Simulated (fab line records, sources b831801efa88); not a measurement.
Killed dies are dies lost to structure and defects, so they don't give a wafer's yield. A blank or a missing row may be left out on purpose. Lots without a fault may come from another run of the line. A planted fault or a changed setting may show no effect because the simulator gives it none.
fab line records | flow sky130
record lots=5 wafers=15 last_day=49
route steps=708 shown VIA2@515 METAL3@532 CAPM@537
lots that met no fault: from a run of the same line without faults
start_h: hours from the record's first day to the start of the lot's first wafer shown | wait_h: hours since the lot's step before | " the same as in the row above | L1.1+2: a row that stands for several wafers | - no value, or no start given | * or withheld: withheld | < > ~ a bound
route shown NAME@n: a module of which the file shows steps, and the number in the route of the first | usual: mean/standard deviation of fault-free wafers | same: alike in all rows | chamber/n: place in a boat | sites: the reading at each site | _std_site: their standard deviation | _edge_site: outer sites' mean less inner sites' | radius_mm: how far each site lies from the wafer's centre | mask NAME#n: copy n | behind: the tool/chamber that last shaped the wafer | hold: why the lot was held/for how many hours/how that ended | device: the transistor (n, p or np) that didn't switch | end of line: the same wafers' tests at the end of the route | a step without rows: its recipe alone | killed: dies lost to structure and defects at the first sort, not the wafer's yield | map: a wafer's dies, x killed, . not, _ none there
set.NAME: the setting as run; set.NAME@STEP: as run at that earlier step | model.NAME: the simulator's own value behind a step, which no gauge read
lots at some steps of the route; a table a step, a row a wafer
services: from which hour (start_h, from the record's first day; less than 0 if before it) a tool's chamber was out of use, for how many hours, and why
## steps
# step SKY_VIA2_SOFTBAKE_08
# recipe temp_c=100 time_s=90 resist=KrF-thick
# columns lot.wafer tool chamber start_h wait_h
L079.4+5+6 litho_track-03 0 - -
L081.1+3+6 litho_track-03 0 - -
L084.2+3+5 litho_track-04 0 - -
L094.2+4+5 litho_track-01 0 - -
L095.2+3+4 litho_track-01 0 - -
# step SKY_VIA2_EXPOSE_09
# recipe mask_id=VIM2 na=0.8 source_shape=annular sigma_inner=0.55 sigma_outer=0.85 target_cd_nm=200 dose_mj=38
# same na=0.8
# columns lot.wafer tool chamber start_h wait_h mask
L079.4+5+6 krf_scanner-01 0 - - VIM2#0
L081.1+3+6 krf_scanner-01 0 - - VIM2#0
L084.2+3+5 krf_scanner-02 0 - - VIM2#0
L094.2+4+5 krf_scanner-02 0 - - VIM2#0
L095.2+3+4 krf_scanner-02 0 - - VIM2#0
# step SKY_VIA2_PEB_10
# recipe peb_temp_c=withheld peb_time_s=withheld resist=KrF-thick
# columns lot.wafer tool chamber start_h wait_h
L079.4+5+6 litho_track-04 0 - -
L081.1+3+6 litho_track-03 0 - -
L084.2+3+5 litho_track-03 0 - -
L094.2+4+5 litho_track-01 0 - -
L095.2+3+4 litho_track-03 0 - -
# step SKY_VIA2_DEVELOP_11
# recipe develop_time_s=60 resist=KrF-thick dev_temp_c=21
# columns lot.wafer tool chamber start_h wait_h
L079.4+5+6 litho_track-04 0 - -
L081.1+3+6 litho_track-03 0 - -
L084.2+3+5 litho_track-03 0 - -
L094.2+4+5 litho_track-01 0 - -
L095.2+3+4 litho_track-03 0 - -
# step SKY_VIA2_CD_MEAS_12
# recipe target_cd_nm=200
# usual cd_nm=199.8/1.2
# columns lot.wafer tool chamber start_h wait_h cd_nm
L079.4 cd_sem-01 - 874.74 - 199.3
L079.5 " - " " 201.4
L079.6 " - " " 200.0
L081.1 cd_sem-01 - 903.16 - 199.8
L081.3 " - " " 200.5
L081.6 " - " " 199.3
L084.2 cd_sem-02 - 914.18 - 198.0
L084.3 " - " " 195.9
L084.5 " - " " 197.8
L094.2 cd_sem-01 - 982.40 - 199.8
L094.4 " - " " 201.6
L094.5 " - " " 201.0
L095.2 cd_sem-01 - 992.58 - 201.4
L095.3 " - " " 201.2
L095.4 " - " " 201.4
# step SKY_VIA2_OVL_MEAS_13
# usual VIA2_OVL=1/5.5
# columns lot.wafer tool chamber start_h wait_h VIA2_OVL[nm]
L079.4 overlay-01 - 874.81 0.1 4
L079.5 " - " " 4
L079.6 " - " " 5
L081.1 overlay-02 - 903.28 0.1 -4
L081.3 " - " " 1
L081.6 " - " " -2
L084.2 overlay-02 - 914.29 0.1 2
L084.3 " - " " -9
L084.5 " - " " 0
L094.2 overlay-01 - 982.50 0.1 -9
L094.4 " - " " -4
L094.5 " - " " -8
L095.2 overlay-02 - 992.69 0.1 2
L095.3 " - " " -6
L095.4 " - " " 3
# step SKY_VIA2_ETCH_14
# recipe chemistry=N2/H2 target=BARC ion_energy_ev=200 source_w=500 bias_w=100 pressure_mtorr=30 n2_flow_sccm=100 h2_flow_sccm=200 stop_on=SiO2 time_s=45.9 target_depth_a=600
# usual bias_w=100.05/0.3 drypump_motor_current_A=5.8/0.51 h2_flow_sccm=200.0/0.56 oes_product_au=0.854/0.0049 throttle_valve_pct=13.224/0.009
# columns lot.wafer tool chamber start_h wait_h bias_w drypump_motor_current_A h2_flow_sccm oes_product_au rf_hours_counter_h throttle_valve_pct
L079.4 rie_diel-04 0 874.85 0.0 100.41 6.4 199.0 0.859 - 13.214
L079.5 " 2 " " 100.40 6.4 200.9 0.852 - 13.221
L079.6 " 3 " " 100.56 5.0 199.6 0.850 - 13.223
L081.1 rie_diel-01 1 903.32 0.0 99.93 5.7 200.6 0.844 18 13.212
L081.3 " 3 " " 100.33 6.0 199.9 0.857 24 13.213
L081.6 " 2 " " 99.87 6.1 200.9 0.863 - 13.244
L084.2 rie_diel-01 3 914.32 0.0 99.82 6.0 199.9 0.852 25 13.211
L084.3 " 0 " " 100.73 6.3 199.5 0.854 18 13.226
L084.5 " 1 " " 99.81 5.7 200.3 0.850 - 13.224
L094.2 rie_diel-04 3 982.53 0.0 99.83 5.0 198.9 0.858 14 13.246
L094.4 " 2 " " 99.82 6.4 199.5 0.852 16 13.225
L094.5 " 0 " " 100.11 6.4 200.2 0.852 - 13.222
L095.2 rie_diel-04 1 992.72 0.0 100.15 4.9 199.6 0.857 3 13.231
L095.3 " 0 " " 100.14 6.4 199.9 0.846 7 13.210
L095.4 " 2 " " 100.02 6.4 200.2 0.850 16 13.218
# step SKY_VIA2_ETCH_15
# recipe target=SiO2 chemistry=C4F8/O2/Ar target_depth_nm=546 stop_on=TiN mask_material=KrF-thick source_w=1500 bias_w=1200 pressure_mtorr=40 c4f8_flow_sccm=withheld O2_flow_sccm=6 Ar_flow_sccm=300 time_s=84
# usual bias_w=1200/4 oes_product_au=0.940/0.0045
# columns lot.wafer tool chamber start_h wait_h bias_w oes_product_au rf_hours_counter_h
L079.4 rie_diel-04 0 874.90 0.0 1195 0.934 -
L079.5 " 2 " " 1205 0.939 -
L079.6 " 3 " " 1198 0.943 -
L081.1 rie_diel-01 1 903.36 0.0 1198 0.937 18
L081.3 " 3 " " 1199 0.938 24
L081.6 " 2 " " 1200 0.946 -
L084.2 rie_diel-01 3 914.36 0.0 1199 0.945 25
L084.3 " 0 " " 1195 0.944 18
L084.5 " 1 " " 1201 0.955 -
L094.2 rie_diel-04 3 982.57 0.0 1201 0.943 14
L094.4 " 2 " " 1195 0.942 16
L094.5 " 0 " " 1197 0.942 -
L095.2 rie_diel-04 1 992.76 0.0 1200 0.945 3
L095.3 " 0 " " 1201 0.940 7
L095.4 " 2 " " 1193 0.937 16
# step SKY_VIA2_STRIP_16
# recipe chemistry=O2/N2 power_w=1400 pressure_mtorr=1500 platen_temp_c=withheld o2_flow_sccm=3000 n2_flow_sccm=300 overash_fraction=0.5
# usual drypump_motor_current_A=5.3/0.43 oes_product_au=0.399/0.0043 strip_time_to_endpoint_s=4.053/0.025
# columns lot.wafer tool chamber start_h wait_h drypump_motor_current_A oes_product_au rf_hours_counter_h strip_time_to_endpoint_s
L079.4 plasma_asher-04 1 874.97 0.0 5.7 0.401 - 4.037
L079.5 " 0 " " 5.6 0.401 - 4.074
L079.6 " 1 " " 5.7 0.398 - 4.045
L081.1 plasma_asher-04 1 903.42 0.0 5.7 0.399 17 4.052
L081.3 " 0 " " 5.7 0.399 - 4.002
L081.6 " 0 " " 5.7 0.391 - 4.055
L084.2 plasma_asher-04 1 914.42 0.0 5.7 0.404 18 4.011
L084.3 " 1 " " 5.7 0.394 - 4.061
L084.5 " 1 " " 5.7 0.401 - 4.087
L094.2 plasma_asher-04 0 982.64 0.0 5.6 0.395 26 4.061
L094.4 " 0 " " 5.7 0.400 - 4.078
L094.5 " 0 " " 5.7 0.403 - 4.091
L095.2 plasma_asher-03 1 992.83 0.0 5.0 0.398 86 4.051
L095.3 " 1 " " 5.0 0.395 - 4.049
L095.4 " 0 " " 4.8 0.392 - 4.072
# step SKY_VIA2_STRIP_17
# recipe chemistry=post_etch_residue_remover time_s=1200 temp_c=72.5
# columns lot.wafer tool chamber start_h wait_h
L079.4+5+6 wet_bench-04 1 875.04 0.0
L081.1+3+6 wet_bench-02 3 903.52 0.1
L084.2+3+5 wet_bench-03 1 914.52 0.1
L094.2+4+5 wet_bench-04 2 982.74 0.1
L095.2+3+4 wet_bench-03 1 992.93 0.1
# step SKY_VIA2_CLEAN_18
# recipe chemistry=IPA time_s=180 temp_c=25
# columns lot.wafer tool chamber start_h wait_h
L079.4+5+6 wet_bench-02 1 875.38 0.0
L081.1+3+6 wet_bench-04 0 903.87 0.0
L084.2+3+5 wet_bench-04 1 914.87 0.0
L094.2+4+5 wet_bench-02 2 983.08 0.0
L095.2+3+4 wet_bench-04 1 993.27 0.0
# step SKY_VIA2_CLEAN_19
# recipe chemistry=O3/DIW dry=n2_spin
# columns lot.wafer tool chamber start_h wait_h
L079.4+5+6 wet_bench-04 2 875.44 0.0
L081.1+3+6 wet_bench-03 1 903.92 0.0
L084.2+3+5 wet_bench-02 2 914.92 0.0
L094.2+4+5 wet_bench-04 2 983.14 0.0
L095.2+3+4 wet_bench-03 2 993.33 0.0
# step SKY_VIA2_SPUTTER_20
# recipe material=TiN target_thk_nm=20 chamber_pressure_pa=5 power_w=4000 time_s=80
# usual cathode_dc_power_W=3999.9/0.7 throttle_valve_pct=30.3/1.2
# columns lot.wafer tool chamber start_h wait_h cathode_dc_power_W throttle_valve_pct
L079.4 pvd_sputter-03 - 875.53 0.0 3999.3 30.8
L079.5 " - " " 3999.1 29.2
L079.6 " - " " 3999.6 31.5
L081.1 pvd_sputter-03 - 904.02 0.0 3999.0 31.6
L081.3 " - " " 4000.5 30.7
L081.6 " - " " 4000.2 31.6
L084.2 pvd_sputter-01 - 915.03 0.0 4000.0 32.1
L084.3 " - " " 3999.5 32.8
L084.5 " - " " 3999.2 29.6
L094.2 pvd_sputter-03 - 983.23 0.0 3998.4 29.2
L094.4 " - " " 3999.7 29.3
L094.5 " - " " 3999.9 30.8
L095.2 pvd_sputter-04 - 993.42 0.0 3999.7 29.1
L095.3 " - " " 4000.7 30.8
L095.4 " - " " 4000.3 29.4
# step SKY_VIA2_CVD_21
# recipe material=W target_thk_nm=420 time_s=126.4 temp_c=398.3 pressure_torr=40
# usual heater_power_w=843/110
# columns lot.wafer tool chamber start_h wait_h heater_power_w
L079.4 cvd_w-01 1 875.64 0.1 1026
L079.5 " 1 " " 1039
L079.6 " 0 " " 884
L081.1 cvd_w-02 1 904.08 0.0 907
L081.3 " 1 " " 885
L081.6 " 0 " " 693
L084.2 cvd_w-02 1 915.10 0.0 909
L084.3 " 1 " " 906
L084.5 " 1 " " 921
L094.2 cvd_w-01 0 983.33 0.1 842
L094.4 " 0 " " 836
L094.5 " 1 " " 979
L095.2 cvd_w-02 1 993.48 0.0 907
L095.3 " 1 " " 915
L095.4 " 0 " " 699
# step SKY_VIA2_RS_MEAS_22
# recipe thk_meas_gauge=four-point-probe reads=W_of_VIA2_CVD_21+TiN_of_VIA2_SPUTTER_20
# usual VIA2_W_RS=0.2829/0.0028
# columns lot.wafer tool chamber start_h wait_h VIA2_W_RS[ohm/sq]
L079.4 film_metro-04 - 875.79 0.1 0.2821
L079.5 " - " " 0.2846
L079.6 " - " " 0.2815
L081.1 film_metro-03 - 904.21 0.1 0.2820
L081.3 " - " " 0.2838
L081.6 " - " " 0.2822
L084.2 film_metro-01 - 915.25 0.1 0.2813
L084.3 " - " " 0.2838
L084.5 " - " " 0.2799
L094.2 film_metro-04 - 983.48 0.1 0.2838
L094.4 " - " " 0.2832
L094.5 " - " " 0.2836
L095.2 film_metro-01 - 993.63 0.1 0.2819
L095.3 " - " " 0.2782
L095.4 " - " " 0.2792
# step SKY_VIA2_THK_MEAS_23
# recipe thk_meas_gauge=xrf reads=W_of_VIA2_CVD_21
# usual VIA2_W_THK=409/7.3
# columns lot.wafer tool chamber start_h wait_h VIA2_W_THK[nm]
L079.4 film_metro-04 - 875.88 0.1 417
L079.5 " - " " 415
L079.6 " - " " 419
L081.1 film_metro-03 - 904.33 0.1 399
L081.3 " - " " 399
L081.6 " - " " 401
L084.2 film_metro-01 - 915.36 0.1 418
L084.3 " - " " 412
L084.5 " - " " 420
L094.2 film_metro-04 - 983.59 0.1 409
L094.4 " - " " 405
L094.5 " - " " 408
L095.2 film_metro-01 - 993.74 0.1 411
L095.3 " - " " 413
L095.4 " - " " 415
# step SKY_VIA2_CMP_24
# recipe stop_on=SiO2 t_overpolish_s=20 down_force_psi=3.5 platen_rpm=60 target_thk_nm=0 pad_velocity_m_s=0.94248
# usual edge_zone_pressure_frac=1.001/0.0047 motor_current_A=11.7/1.1 overpolish_run_s=20.000/0.0088 time_to_endpoint_s=99/4.6
# columns lot.wafer tool chamber start_h wait_h edge_zone_pressure_frac motor_current_A overpolish_run_s time_to_endpoint_s
L079.4 cmp-02 1 875.96 0.1 0.993 12.9 19.981 98
L079.6 " 0 " " 1.001 11.1 19.992 100
L079.5 " 1 " " 0.998 11.7 20.007 98
L081.3 cmp-02 2 904.44 0.1 0.994 12.0 20.020 95
L081.1 " 0 " " 1.006 11.5 20.013 102
L081.6 " 2 " " 1.002 12.4 19.997 98
L084.2 cmp-01 2 915.41 0.0 0.998 13.2 20.012 98
L084.3 " 3 " " 0.993 11.3 20.023 102
L084.5 " 2 " " 0.998 13.2 20.001 97
L094.2 cmp-01 0 983.70 0.1 0.996 10.1 19.999 106
L094.4 " 1 " " 0.997 12.0 20.006 96
L094.5 " 0 " " 0.997 10.1 20.007 99
L095.4 cmp-02 0 993.79 0.0 0.998 11.7 20.003 99
L095.2 " 1 " " 1.005 11.9 20.005 100
L095.3 " 2 " " 1.009 11.6 19.993 91
# step SKY_METAL3_SPUTTER_00
# recipe material=Ti target_thk_nm=15 power_w=3000 time_s=10 chamber_pressure_pa=0.4
# usual cathode_dc_power_W=3000.0/0.56 throttle_valve_pct=30.3/1.3
# columns lot.wafer tool chamber start_h wait_h cathode_dc_power_W throttle_valve_pct
L079.4 pvd_sputter-03 - 876.21 0.2 2999.3 29.2
L079.5 " - " " 3000.1 29.0
L079.6 " - " " 2999.9 30.8
L081.1 pvd_sputter-02 - 904.69 0.1 2999.7 28.6
L081.3 " - " " 2999.4 32.2
L081.6 " - " " 3000.2 29.3
L084.2 pvd_sputter-03 - 915.71 0.2 3000.2 29.0
L084.3 " - " " 3000.5 30.7
L084.5 " - " " 3000.5 29.3
L094.2 pvd_sputter-01 - 984.00 0.2 3000.0 29.3
L094.4 " - " " 2999.4 29.1
L094.5 " - " " 2999.6 32.3
L095.2 pvd_sputter-03 - 994.09 0.2 2999.0 31.3
L095.3 " - " " 3000.1 30.7
L095.4 " - " " 3000.7 29.6
# step SKY_METAL3_SPUTTER_01
# recipe material=TiN target_thk_nm=20 power_w=6500 time_s=16.7 chamber_pressure_pa=0.4
# usual cathode_dc_power_W=6500.1/1.2 throttle_valve_pct=30.4/1.3
# columns lot.wafer tool chamber start_h wait_h cathode_dc_power_W throttle_valve_pct
L079.4 pvd_sputter-03 - 876.23 0.0 6500.3 29.1
L079.5 " - " " 6498.7 29.3
L079.6 " - " " 6500.0 30.7
L081.1 pvd_sputter-02 - 904.71 0.0 6501.3 28.7
L081.3 " - " " 6500.2 32.1
L081.6 " - " " 6501.7 29.4
L084.2 pvd_sputter-03 - 915.73 0.0 6501.5 29.4
L084.3 " - " " 6498.3 30.7
L084.5 " - " " 6499.6 29.4
L094.2 pvd_sputter-01 - 984.02 0.0 6497.1 29.3
L094.4 " - " " 6502.4 29.5
L094.5 " - " " 6501.4 32.4
L095.2 pvd_sputter-03 - 994.11 0.0 6500.7 31.5
L095.3 " - " " 6499.1 30.6
L095.4 " - " " 6500.3 29.7
# step SKY_METAL3_SPUTTER_02
# recipe material=AlCu target_thk_nm=735 power_w=10600 time_s=39.1 chamber_pressure_pa=0.4
# usual cathode_dc_power_W=10600/1.9 throttle_valve_pct=30.4/1.3
# columns lot.wafer tool chamber start_h wait_h cathode_dc_power_W throttle_valve_pct
L079.4 pvd_sputter-03 - 876.25 0.0 10600 29.1
L079.5 " - " " 10602 29.3
L079.6 " - " " 10600 30.6
L081.1 pvd_sputter-02 - 904.74 0.0 10604 28.7
L081.3 " - " " 10600 32.4
L081.6 " - " " 10598 29.7
L084.2 pvd_sputter-03 - 915.75 0.0 10600 29.2
L084.3 " - " " 10598 30.6
L084.5 " - " " 10602 29.3
L094.2 pvd_sputter-01 - 984.05 0.0 10601 29.2
L094.4 " - " " 10603 29.5
L094.5 " - " " 10601 32.4
L095.2 pvd_sputter-03 - 994.14 0.0 10600 31.6
L095.3 " - " " 10601 30.7
L095.4 " - " " 10603 29.3
# step SKY_METAL3_SPUTTER_03
# recipe material=Ti target_thk_nm=5 power_w=3000 time_s=3.3 chamber_pressure_pa=0.4
# usual cathode_dc_power_W=3000.1/0.51 throttle_valve_pct=30.3/1.4
# columns lot.wafer tool chamber start_h wait_h cathode_dc_power_W throttle_valve_pct
L079.4 pvd_sputter-03 - 876.29 0.0 2999.1 29.1
L079.5 " - " " 2999.9 29.3
L079.6 " - " " 2999.4 30.9
L081.1 pvd_sputter-02 - 904.77 0.0 3000.1 28.5
L081.3 " - " " 2999.2 32.2
L081.6 " - " " 2999.6 29.6
L084.2 pvd_sputter-03 - 915.79 0.0 3000.3 29.2
L084.3 " - " " 3000.3 30.9
L084.5 " - " " 3000.4 29.3
L094.2 pvd_sputter-01 - 984.09 0.0 3000.8 29.3
L094.4 " - " " 3000.6 29.2
L094.5 " - " " 3000.7 32.4
L095.2 pvd_sputter-03 - 994.17 0.0 2999.5 31.5
L095.3 " - " " 3000.5 30.8
L095.4 " - " " 2999.8 29.2
# step SKY_METAL3_SPUTTER_04
# recipe material=TiN target_thk_nm=70 power_w=6500 time_s=58.3 chamber_pressure_pa=0.4
# usual cathode_dc_power_W=6500.1/1.1 throttle_valve_pct=30.3/1.3
# columns lot.wafer tool chamber start_h wait_h cathode_dc_power_W throttle_valve_pct
L079.4 pvd_sputter-03 - 876.31 0.0 6500.2 29.3
L079.5 " - " " 6500.3 29.1
L079.6 " - " " 6500.2 30.6
L081.1 pvd_sputter-02 - 904.79 0.0 6500.1 28.6
L081.3 " - " " 6499.9 32.0
L081.6 " - " " 6499.7 29.6
L084.2 pvd_sputter-03 - 915.81 0.0 6499.4 29.1
L084.3 " - " " 6500.4 30.7
L084.5 " - " " 6501.4 29.3
L094.2 pvd_sputter-01 - 984.11 0.0 6502.2 29.9
L094.4 " - " " 6500.2 29.1
L094.5 " - " " 6500.4 32.6
L095.2 pvd_sputter-03 - 994.19 0.0 6499.8 31.6
L095.3 " - " " 6499.7 30.7
L095.4 " - " " 6501.5 29.4
# step SKY_CAPM_CVD_00
# recipe material=SiO2 target_thk_nm=15.5 temp_c=400 time_s=withheld rf_w=450
# usual heater_power_w=709/100
# columns lot.wafer tool chamber start_h wait_h heater_power_w
L079.4 pecvd-04 0 876.37 0.0 688
L079.5 " 2 " " 658
L079.6 " 1 " " 677
L081.1 pecvd-01 1 904.84 0.0 907
L081.3 " 0 " " 858
L081.6 " 1 " " 867
L084.2 pecvd-03 1 915.86 0.0 684
L084.3 " 0 " " 549
L084.5 " 1 " " 683
L094.2 pecvd-01 0 984.16 0.0 761
L094.4 " 2 " " 605
L094.5 " 0 " " 756
L095.2 pecvd-01 1 994.24 0.0 885
L095.3 " 2 " " 686
L095.4 " 0 " " 736
# step SKY_CAPM_THK_MEAS_01
# recipe reads=SiO2_of_CAPM_CVD_00
# usual CAPM_CVD_00_THK=15.46/0.23
# columns lot.wafer tool chamber start_h wait_h CAPM_CVD_00_THK[nm]
L079.4 film_metro-04 - 876.41 - 15.82
L079.5 " - " " 15.46
L079.6 " - " " 15.66
L081.1 film_metro-02 - 904.86 - 15.60
L081.3 " - " " 15.59
L081.6 " - " " 15.78
L084.2 film_metro-01 - 915.89 - 15.32
L084.3 " - " " 14.97
L084.5 " - " " 15.36
L094.2 film_metro-02 - 984.19 - 15.58
L094.4 " - " " 15.78
L094.5 " - " " 15.83
L095.2 film_metro-04 - 994.27 - 15.31
L095.3 " - " " 15.52
L095.4 " - " " 15.50
# step SKY_CAPM_SPUTTER_02
# recipe material=TiN target_thk_nm=200 temp_c=300 power_w=6500 time_s=166.7 chamber_pressure_pa=0.4
# usual cathode_dc_power_W=6500.0/1.2 substrate_temp_c=300.02/0.23 throttle_valve_pct=30.0/1.1
# columns lot.wafer tool chamber start_h wait_h cathode_dc_power_W substrate_temp_c throttle_valve_pct
L079.4 pvd_sputter-04 - 876.44 0.0 6499.5 299.87 29.0
L079.5 " - " " 6499.1 300.03 30.7
L079.6 " - " " 6500.5 299.96 29.3
L081.1 pvd_sputter-03 - 904.92 0.1 6499.4 300.08 29.3
L081.3 " - " " 6499.5 300.04 31.6
L081.6 " - " " 6498.4 299.64 30.7
L084.2 pvd_sputter-02 - 915.94 0.0 6499.1 300.20 29.2
L084.3 " - " " 6500.2 299.73 30.0
L084.5 " - " " 6498.4 299.94 29.4
L094.2 pvd_sputter-03 - 984.24 0.0 6500.6 299.90 31.5
L094.4 " - " " 6498.6 299.76 29.2
L094.5 " - " " 6498.2 299.64 29.1
L095.2 pvd_sputter-02 - 994.32 0.0 6502.3 300.17 28.6
L095.3 " - " " 6499.9 299.90 29.9
L095.4 " - " " 6499.2 300.30 29.4
# step SKY_CAPM_RS_MEAS_03
# recipe thk_meas_gauge=four-point-probe reads=TiN_of_CAPM_SPUTTER_02
# usual CAPM_TIN_RS=6.89/0.085
# columns lot.wafer tool chamber start_h wait_h CAPM_TIN_RS[ohm/sq]
L079.4 film_metro-04 - 876.72 0.2 6.86
L079.5 " - " " 6.93
L079.6 " - " " 6.80
L081.1 film_metro-04 - 905.03 0.1 6.95
L081.3 " - " " 6.99
L081.6 " - " " 6.83
L084.2 film_metro-02 - 916.07 0.1 6.79
L084.3 " - " " 6.90
L084.5 " - " " 6.83
L094.2 film_metro-02 - 984.37 0.1 6.97
L094.4 " - " " 6.98
L094.5 " - " " 7.01
L095.2 film_metro-04 - 994.45 0.1 6.84
L095.3 " - " " 6.85
L095.4 " - " " 6.84
# step SKY_CAPM_THK_MEAS_04
# recipe thk_meas_gauge=xrf reads=TiN_of_CAPM_SPUTTER_02
# usual CAPM_TIN_THK=202.8/2.7
# columns lot.wafer tool chamber start_h wait_h CAPM_TIN_THK[nm]
L079.4 film_metro-04 - 876.81 0.1 201.3
L079.5 " - " " 199.5
L079.6 " - " " 202.9
L081.1 film_metro-04 - 905.15 0.1 200.5
L081.3 " - " " 199.9
L081.6 " - " " 202.6
L084.2 film_metro-02 - 916.18 0.1 207.5
L084.3 " - " " 203.3
L084.5 " - " " 205.1
L094.2 film_metro-02 - 984.48 0.1 200.8
L094.4 " - " " 200.7
L094.5 " - " " 199.3
L095.2 film_metro-04 - 994.56 0.1 202.8
L095.3 " - " " 201.0
L095.4 " - " " 202.5
# step SKY_CAPM_DEHYDRATE_05
# recipe temp_c=200 time_s=60
# columns lot.wafer tool chamber start_h wait_h
L079.4+5+6 litho_track-03 0 889.19 12.4
L081.1+3+6 litho_track-02 0 916.61 11.4
L084.2+3+5 litho_track-01 0 927.40 11.2
L094.2+4+5 litho_track-02 0 995.43 10.9
L095.2+3+4 litho_track-03 0 1006.44 11.9
# step SKY_CAPM_HMDS_06
# recipe prime_time_s=60 prime_temp_c=120
# usual prime_temp_c=120.00/0.13
# columns lot.wafer tool chamber start_h wait_h prime_temp_c
L079.4 litho_track-03 0 889.34 0.1 119.89
L079.5 " 0 " " 119.80
L079.6 " 0 " " 119.95
L081.1 litho_track-02 0 916.76 0.1 120.05
L081.3 " 0 " " 119.97
L081.6 " 0 " " 120.08
L084.2 litho_track-01 0 927.55 0.1 120.06
L084.3 " 0 " " 120.20
L084.5 " 0 " " 119.96
L094.2 litho_track-02 0 995.58 0.1 120.15
L094.4 " 0 " " 120.04
L094.5 " 0 " " 119.94
L095.2 litho_track-03 0 1006.59 0.1 119.99
L095.3 " 0 " " 119.99
L095.4 " 0 " " 119.84
# step SKY_CAPM_COAT_07
# recipe resist=NOVOLAK spin_rpm=3000 resist_thk_nm=1140
# columns lot.wafer tool chamber start_h wait_h
L079.4+5+6 litho_track-03 0 889.49 0.1
L081.1+3+6 litho_track-02 0 916.91 0.1
L084.2+3+5 litho_track-01 0 927.70 0.1
L094.2+4+5 litho_track-02 0 995.73 0.1
L095.2+3+4 litho_track-03 0 1006.74 0.1
# step SKY_CAPM_SOFTBAKE_08
# recipe temp_c=90 time_s=60 resist=NOVOLAK
# columns lot.wafer tool chamber start_h wait_h
L079.4+5+6 litho_track-03 0 889.64 0.1
L081.1+3+6 litho_track-02 0 917.06 0.1
L084.2+3+5 litho_track-01 0 927.85 0.1
L094.2+4+5 litho_track-02 0 995.88 0.1
L095.2+3+4 litho_track-03 0 1006.89 0.1
# step SKY_CAPM_EXPOSE_09
# recipe mask_id=CAPM na=0.6 source_shape=conventional sigma_outer=0.6 polarization=unpolarized target_cd_nm=1000 dose_mj=159
# same na=0.6
# columns lot.wafer tool chamber start_h wait_h mask
L079.4+5+6 iline_stepper-01 0 - - CAPM#0
L081.1+3+6 iline_stepper-01 0 - - CAPM#0
L084.2+3+5 iline_stepper-01 0 - - CAPM#0
L094.2+4+5 iline_stepper-01 0 - - CAPM#0
L095.2+3+4 iline_stepper-01 0 - - CAPM#0
# step SKY_CAPM_PEB_10
# recipe temp_c=withheld time_s=* resist=NOVOLAK
# columns lot.wafer tool chamber start_h wait_h
L079.4+5+6 litho_track-02 0 - -
L081.1+3+6 litho_track-01 0 - -
L084.2+3+5 litho_track-01 0 - -
L094.2+4+5 litho_track-01 0 - -
L095.2+3+4 litho_track-02 0 - -
# step SKY_CAPM_DEVELOP_11
# recipe resist=NOVOLAK developer=TMAH develop_time_s=60 dev_temp_c=23
# columns lot.wafer tool chamber start_h wait_h
L079.4+5+6 litho_track-02 0 902.18 0.1
L081.1+3+6 litho_track-01 0 929.02 0.1
L084.2+3+5 litho_track-01 0 939.80 0.1
L094.2+4+5 litho_track-01 0 1007.60 0.1
L095.2+3+4 litho_track-02 0 1018.43 0.1
# step SKY_CAPM_OVL_MEAS_12
# usual CAPM_OVL=-0.1/1.5
# columns lot.wafer tool chamber start_h wait_h CAPM_OVL[nm]
L079.4 overlay-02 - 902.27 0.1 1.2
L079.5 " - " " 0.0
L079.6 " - " " -0.1
L081.1 overlay-02 - 929.17 0.1 -1.5
L081.3 " - " " -0.5
L081.6 " - " " -1.3
L084.2 overlay-02 - 939.93 0.1 -0.1
L084.3 " - " " 2.1
L084.5 " - " " 2.3
L094.2 overlay-02 - 1007.73 0.1 -2.1
L094.4 " - " " -1.9
L094.5 " - " " -2.1
L095.2 overlay-02 - 1018.56 0.1 -0.3
L095.3 " - " " -0.3
L095.4 " - " " 1.3
# step SKY_CAPM_METAL_ETCH_13
# recipe target_depth_nm=220 stop_on=SiO2 chemistry=Cl2/BCl3 target=TiN pressure_mtorr=10 icp_w=900 bias_w=48.5 Cl2_flow_sccm=60 bcl3_flow_sccm=30 time_s=62.9
# usual bias_w=48.48/0.14 drypump_motor_current_A=5.79/0.19 mfc_cl2_sccm=59.98/0.18 oes_product_au=0.942/0.0081 throttle_valve_pct=21.900/0.0092
# columns lot.wafer tool chamber start_h wait_h bias_w drypump_motor_current_A mfc_cl2_sccm oes_product_au rf_hours_counter_h throttle_valve_pct
L079.4 rie_metal-01 1 902.32 0.0 48.51 6.05 59.99 0.946 - 21.904
L079.5 " 1 " " 48.48 6.06 59.78 0.927 - 21.898
L079.6 " 0 " " 48.36 5.53 59.69 0.940 - 21.893
L081.1 rie_metal-02 1 929.21 0.0 48.50 5.98 59.88 0.947 11 21.914
L081.3 " 1 " " 48.53 5.98 59.95 0.938 - 21.910
L081.6 " 1 " " 48.59 6.00 60.32 0.948 - 21.895
L084.2 rie_metal-01 0 939.96 0.0 48.65 5.51 60.11 0.954 8 21.887
L084.3 " 1 " " 48.35 6.05 60.16 0.939 - 21.893
L084.5 " 1 " " 48.36 6.05 60.38 0.957 - 21.899
L094.2 rie_metal-02 1 1007.76 0.0 48.36 5.99 59.97 0.938 15 21.891
L094.4 " 1 " " 48.49 5.99 60.02 0.930 - 21.906
L094.5 " 0 " " 48.48 5.67 60.28 0.942 - 21.911
L095.2 rie_metal-02 1 1018.59 0.0 48.50 6.01 60.11 0.946 16 21.905
L095.3 " 1 " " 48.30 6.02 59.98 0.940 - 21.924
L095.4 " 0 " " 48.52 5.63 59.96 0.945 - 21.887
## services
# columns tool chamber start_h hours kind
rie_metal-02 - 844.04 2.3 repair
plasma_asher-04 - 844.27 0.9 repair
cmp-02 - 850.23 11.2 repair
rie_diel-01 1 850.38 42.8 repair
rie_diel-01 - 863.24 5.8 repair
cmp-02 - 867.10 3.4 pm
krf_scanner-02 - 868.17 0.5 repair
krf_scanner-02 - 870.90 4.8 repair
rie_diel-01 0 884.90 2.1 repair
rie_diel-01 - 889.63 0.7 repair
pvd_sputter-02 - 889.91 4.1 repair
cmp-02 - 892.11 4.9 pm
krf_scanner-02 - 895.88 1.3 pm
cmp-02 - 898.58 4.0 repair
pvd_sputter-01 - 906.83 1.0 repair
krf_scanner-02 - 907.37 0.8 pm
cmp-02 - 912.04 4.0 pm
pvd_sputter-01 - 918.32 6.4 repair
rie_diel-01 2 953.87 2.1 repair
rie_diel-04 - 961.99 1.0 repair
iline_stepper-01 - 985.63 1.7 pm
rie_diel-01 2 992.17 2.5 repair
pvd_sputter-01 - 1005.31 12.8 repair
rie_diel-01 - 1014.83 4.3 pm
## key
fault none
